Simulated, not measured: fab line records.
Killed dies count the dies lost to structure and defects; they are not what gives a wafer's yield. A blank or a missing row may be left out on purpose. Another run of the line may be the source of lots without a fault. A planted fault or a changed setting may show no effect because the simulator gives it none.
Which of the tools did it?	flow sky130	Sampling: 24 lots, 72 wafers, 4 of 708 route steps

== WHAT THE GAUGES READ, wafer by wafer ==
SKY_METAL3_OVL_MEAS_14. Usual: METAL3_OVL gives -3 nm (standard deviation 4.4).
lot	measured	on	METAL3_OVL (nm)	flag
L074	day 38 21:10	overlay-02	0 2 -9	
L075	day 39 01:49	overlay-02	-2 -6 -1	
L076	day 39 07:23	overlay-02	-4 3 2	
L077	day 39 21:04	overlay-02	-10 -10 -8	
L078	day 39 23:20	overlay-02	-10 -1 -8	
L079	day 40 07:01	overlay-02	-3 -2 -2	
L080	day 40 18:10	overlay-02	0 0 3	
L081	day 41 01:05	overlay-02	-6 -6 -2	
L082	day 41 03:22	overlay-02	-1 -5 -4	
L083	day 41 06:55	overlay-02	-5 -1 -8	
L084	day 41 23:35	overlay-02	-4 3 -6	
L085	day 42 02:11	overlay-01	-3 -11 -8	
L086	day 42 09:46	overlay-01	-8 -5 -7	
L087	day 42 19:01	overlay-02	-1 -8 -5	
L088	day 43 00:05	overlay-02	-4 -3 -10	
L089	day 43 05:06	overlay-01	-2 3 -3	
L090	day 43 12:22	overlay-01	0 1 1	
L091	day 43 18:37	overlay-01	2 4 2	
L092	day 44 01:16	overlay-02	-1 -9 -6	
L093	day 44 08:02	overlay-02	-4 0 13	
L094	day 44 08:23	overlay-02	2 0 3	
L095	day 44 15:28	overlay-01	-3 -4 -3	
L096	day 44 21:13	overlay-02	1 1 -6	
L097	day 45 05:58	overlay-02	-8 -4 -4	

== WHAT TOOL EACH LOT RAN ON (gives the tool, then ch and the chambers of the sampled wafers, and finally the start) ==
lot	SKY_METAL2_SPUTTER_04	SKY_METAL2_METAL_ETCH_19	SKY_CAPM_STRIP_14
L074	pvd_sputter-01, day 34 08:04	rie_metal-04 ch 0,1, day 35 10:25	plasma_asher-04 ch 0,1, day 37 18:52
L075	pvd_sputter-01, day 34 12:52	rie_metal-04 ch 0,1, day 35 14:57	plasma_asher-03 ch 0,1, day 37 23:13
L076	pvd_sputter-03, day 34 17:43	rie_metal-03 ch 0,1, day 35 20:47	plasma_asher-01 ch 0,1, day 38 04:55
L077	pvd_sputter-01, day 35 06:55	rie_metal-04 ch 0,1, day 36 10:09	plasma_asher-03 ch 1, day 38 19:16
L078	pvd_sputter-01, day 35 11:05	rie_metal-01 ch 0,1, day 36 14:29	plasma_asher-01 ch 0,1, day 38 22:05
L079	pvd_sputter-03, day 35 20:48	rie_metal-03 ch 0, day 36 22:45	plasma_asher-03 ch 0,1, day 39 05:46
L080	pvd_sputter-03, day 36 07:19	rie_metal-01 ch 0,1, day 37 10:15	plasma_asher-01 ch 0,1, day 39 16:43
L081	pvd_sputter-01, day 36 15:35	rie_metal-01 ch 0,1, day 37 18:02	plasma_asher-03 ch 0,1, day 40 00:03
L082	pvd_sputter-02, day 36 17:19	rie_metal-03 ch 0,1, day 37 19:52	plasma_asher-01 ch 0,1, day 40 01:38
L083	pvd_sputter-02, day 36 22:03	rie_metal-01 ch 0,1, day 38 00:00	plasma_asher-03 ch 0,1, day 40 06:16
L084	pvd_sputter-02, day 37 16:43	rie_metal-04 ch 0,1, day 38 19:16	plasma_asher-03 ch 0,1, day 40 22:55
L085	pvd_sputter-03, day 37 18:40	rie_metal-03 ch 0,1, day 38 20:43	plasma_asher-03 ch 1, day 41 01:44
L086	pvd_sputter-01, day 38 01:40	rie_metal-04 ch 1, day 39 04:06	plasma_asher-01 ch 1, day 41 09:19
L087	pvd_sputter-01, day 38 14:13	rie_metal-04 ch 1, day 39 15:19	plasma_asher-01 ch 0,1, day 41 18:49
L088	pvd_sputter-01, day 38 17:43	rie_metal-04 ch 0,1, day 39 19:55	plasma_asher-01 ch 0,1, day 42 00:16
L089	pvd_sputter-01, day 39 00:59	rie_metal-01 ch 0,1, day 40 02:45	plasma_asher-03 ch 0,1, day 42 05:19
L090	pvd_sputter-03, day 39 07:47	rie_metal-01 ch 0,1, day 40 09:12	plasma_asher-03 ch 0, day 42 12:05
L091	pvd_sputter-03, day 39 13:29	rie_metal-04 ch 0,1, day 40 15:16	plasma_asher-04 ch 0,1, day 42 18:40
L092	pvd_sputter-01, day 39 23:44	rie_metal-01 ch 0,1, day 41 00:00	plasma_asher-03 ch 0,1, day 43 01:49
L093	pvd_sputter-01, day 40 05:50	rie_metal-01 ch 0,1, day 41 07:02	plasma_asher-01 ch 0,1, day 43 09:09
L094	pvd_sputter-01, day 40 06:49	rie_metal-01 ch 0,1, day 41 07:40	plasma_asher-04 ch 1, day 43 09:25
L095	pvd_sputter-03, day 40 13:35	rie_metal-03 ch 0,1, day 41 14:12	plasma_asher-04 ch 0,1, day 43 16:55
L096	pvd_sputter-01, day 40 21:28	rie_metal-04 ch 0,1, day 41 21:55	plasma_asher-04 ch 0,1, day 43 22:23
L097	pvd_sputter-01, day 41 05:58	rie_metal-01 ch 0,1, day 42 05:28	plasma_asher-01 ch 0,1, day 44 06:47
- SKY_METAL2_SPUTTER_04: material TiN, target thk 70 nm, time 58.3 s.
- SKY_METAL2_METAL_ETCH_19: etches the open film in Cl2/BCl3, stops on SiO2, target depth 360 nm, time 78 s.
- SKY_CAPM_STRIP_14: strips in O2/N2.

== WHAT THE TOOLS THEMSELVES READ (means of the sampled wafers that have a number; where no wafer has one, the mark that the record gives instead) ==
SKY_METAL2_SPUTTER_04. Usual: throttle_valve_pct reads 29.9 % (standard deviation 0.8).
lot	tool	throttle_valve_pct (%)	flag
L074	pvd_sputter-01	30.1	
L075	pvd_sputter-01	29.5	
L076	pvd_sputter-03	30.6	
L077	pvd_sputter-01	29.4	
L078	pvd_sputter-01	30.0	
L079	pvd_sputter-03	30.0	
L080	pvd_sputter-03	29.2	
L081	pvd_sputter-01	30.2	
L082	pvd_sputter-02	30.5	
L083	pvd_sputter-02	31.0	
L084	pvd_sputter-02	30.9	
L085	pvd_sputter-03	30.7	
L086	pvd_sputter-01	30.1	
L087	pvd_sputter-01	29.7	
L088	pvd_sputter-01	29.6	
L089	pvd_sputter-01	30.0	
L090	pvd_sputter-03	29.9	
L091	pvd_sputter-03	30.1	
L092	pvd_sputter-01	30.0	
L093	pvd_sputter-01	30.2	
L094	pvd_sputter-01	29.5	
L095	pvd_sputter-03	29.4	
L096	pvd_sputter-01	29.6	
L097	pvd_sputter-01	29.5	

SKY_METAL2_METAL_ETCH_19. Usual: bias_w 48.48 W, standard deviation 0.14; drypump_motor_current_A 5.8 A, standard deviation 0.31; oes_product_au 0.854 a.u., standard deviation 0.0068; throttle_valve_pct 22.264 %, standard deviation 0.0082.
lot	tool	bias_w (W)	drypump_motor_current_A (A)	oes_product_au (a.u.)	throttle_valve_pct (%)	flag
L074	rie_metal-04	48.49	6.0	0.854	22.267	
L075	rie_metal-04	48.59	6.1	0.855	22.270	
L076	rie_metal-03	48.57	5.5	0.851	22.266	
L077	rie_metal-04	48.24	6.1	0.850	22.269	
L078	rie_metal-01	48.43	5.8	0.858	22.262	
L079	rie_metal-03	48.55	5.3	0.851	22.265	
L080	rie_metal-01	48.60	5.7	0.853	22.264	
L081	rie_metal-01	48.45	5.7	0.856	22.254	
L082	rie_metal-03	48.50	5.7	0.856	22.265	
L083	rie_metal-01	48.52	5.6	0.845	22.271	
L084	rie_metal-04	48.49	6.1	0.857	22.262	
L085	rie_metal-03	48.55	5.5	0.859	22.260	
L086	rie_metal-04	48.49	5.8	0.856	22.265	
L087	rie_metal-04	48.51	5.8	0.850	22.270	
L088	rie_metal-04	48.55	5.9	0.859	22.264	
L089	rie_metal-01	48.49	5.6	0.857	22.267	
L090	rie_metal-01	48.44	5.6	0.856	22.262	
L091	rie_metal-04	48.39	6.0	0.851	22.261	
L092	rie_metal-01	48.46	5.8	0.857	22.258	
L093	rie_metal-01	48.50	5.8	0.849	22.267	
L094	rie_metal-01	48.38	5.6	0.854	22.263	
L095	rie_metal-03	48.54	5.7	0.851	22.268	
L096	rie_metal-04	48.65	6.1	0.856	22.271	
L097	rie_metal-01	48.55	5.6	0.854	22.264	

SKY_CAPM_STRIP_14. Usual: drypump_motor_current_A 5.77 A, standard deviation 0.26; oes_product_au 0.710 a.u., standard deviation 0.0046; strip_time_to_endpoint_s 12.67 s, standard deviation 0.064.
lot	tool	drypump_motor_current_A (A)	oes_product_au (a.u.)	strip_time_to_endpoint_s (s)	flag
L074	plasma_asher-04	5.25	0.714	12.66	
L075	plasma_asher-03	5.92	0.711	12.72	
L076	plasma_asher-01	5.81	0.710	12.73	
L077	plasma_asher-03	5.85	0.709	12.72	
L078	plasma_asher-01	5.82	0.708	12.58	
L079	plasma_asher-03	5.93	0.705	12.64	
L080	plasma_asher-01	5.84	0.710	12.63	
L081	plasma_asher-03	5.89	0.707	12.61	
L082	plasma_asher-01	5.83	0.712	12.72	
L083	plasma_asher-03	5.94	0.712	12.64	
L084	plasma_asher-03	5.92	0.714	12.67	
L085	plasma_asher-03	5.87	0.714	12.59	
L086	plasma_asher-01	5.80	0.712	12.60	
L087	plasma_asher-01	5.85	0.709	12.60	
L088	plasma_asher-01	5.84	0.710	12.60	
L089	plasma_asher-03	5.92	0.711	12.63	
L090	plasma_asher-03	5.97	0.712	12.66	
L091	plasma_asher-04	5.50	0.713	12.76	
L092	plasma_asher-03	5.88	0.710	12.63	
L093	plasma_asher-01	5.86	0.710	12.73	
L094	plasma_asher-04	5.03	0.709	12.71	
L095	plasma_asher-04	5.51	0.710	12.71	
L096	plasma_asher-04	5.51	0.709	12.72	
L097	plasma_asher-01	5.83	0.711	12.70	

== THE ANSWER, worked out from the rows above alone ==
Rule: take the mean of a lot's wafers that have a number; if it is more than 3 standard deviations from the usual mean, the lot is off. A lot without any number at a reading at which 4 lots or more have one is off too. Where the step has rows for the other lots, those lots are counted as sound. First the gauges in route order, then the tools' own readings, where a lot's mean is used as printed above. The first step at which some lot is off is used, and at that step the reading that is off furthest; a lot without a number counts as furthest.
Across all readings shown, no lot is off: no conclusion can be drawn from this.

== WHAT WAS PUT IN BY THE SIMULATOR ==
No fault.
